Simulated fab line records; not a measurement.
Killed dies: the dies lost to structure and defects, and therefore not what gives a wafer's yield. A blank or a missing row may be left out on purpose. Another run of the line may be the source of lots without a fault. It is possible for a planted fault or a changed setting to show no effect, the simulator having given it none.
Matching of chambers | flow gf180mcu | GF_PASSIVATION_CVD_02 on pecvd-01: 3 sister chambers
The step deposits Si3N4, target thk 700 nm, time 486.18 s. 6 wafers are shown with their chamber, then 11 later ones without.

== WAFERS PAIRED WITH THEIR CHAMBERS ==
wafer  | chamber | heater_power_w (W)
L089.1 | 1       | 742
L089.6 | 2       | 737
L091.1 | 1       | 836
L091.2 | 0       | 733
L091.5 | 0       | 740
L094.1 | 2       | 684

== WAFERS WITHOUT THEIR CHAMBER ==
wafer  | heater_power_w (W)
L094.2 | 698
L094.4 | 711
L095.1 | 720
L095.2 | 661
L095.3 | 762
L095.4 | 714
L095.5 | 796
L095.6 | 762
L097.4 | 754
L097.5 | 750
L097.6 | 672

== THE CHAMBER EACH PASSED THROUGH ==
wafer  | from the rows above          | in truth
L094.2 | can't be placed: 2 or 0 or 1 | 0
L094.4 | can't be placed: 2 or 0 or 1 | 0
L095.1 | can't be placed: 2 or 0 or 1 | 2
L095.2 | can't be placed: 2 or 0 or 1 | 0
L095.3 | can't be placed: 0 or 1 or 2 | 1
L095.4 | can't be placed: 2 or 0 or 1 | 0
L095.5 | can't be placed: 1 or 0 or 2 | 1
L095.6 | can't be placed: 0 or 1 or 2 | 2
L097.4 | can't be placed: 0 or 1 or 2 | 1
L097.5 | can't be placed: 0 or 1 or 2 | 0
L097.6 | can't be placed: 2 or 0 or 1 | 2
Correctly placed: 0 of 11. Can't be placed from these rows: 11 (the true chamber is among the candidates in 11). 0 placed wrongly.
How it was worked out, from the rows above alone: a wafer's distance from a chamber is the root of the sum, over the readings, of the square of ((its reading less the chamber's mean) divided by the reading's scatter). The wafer belongs to the nearest chamber; if the next one is less than 2 further off, it can't be placed. The mean given for a chamber averages the wafers shown for that chamber. How the scatter is found: for the shown wafers, subtract from each reading the mean of its chamber, square and add these, divide the total by (wafers less chambers), then take the root.
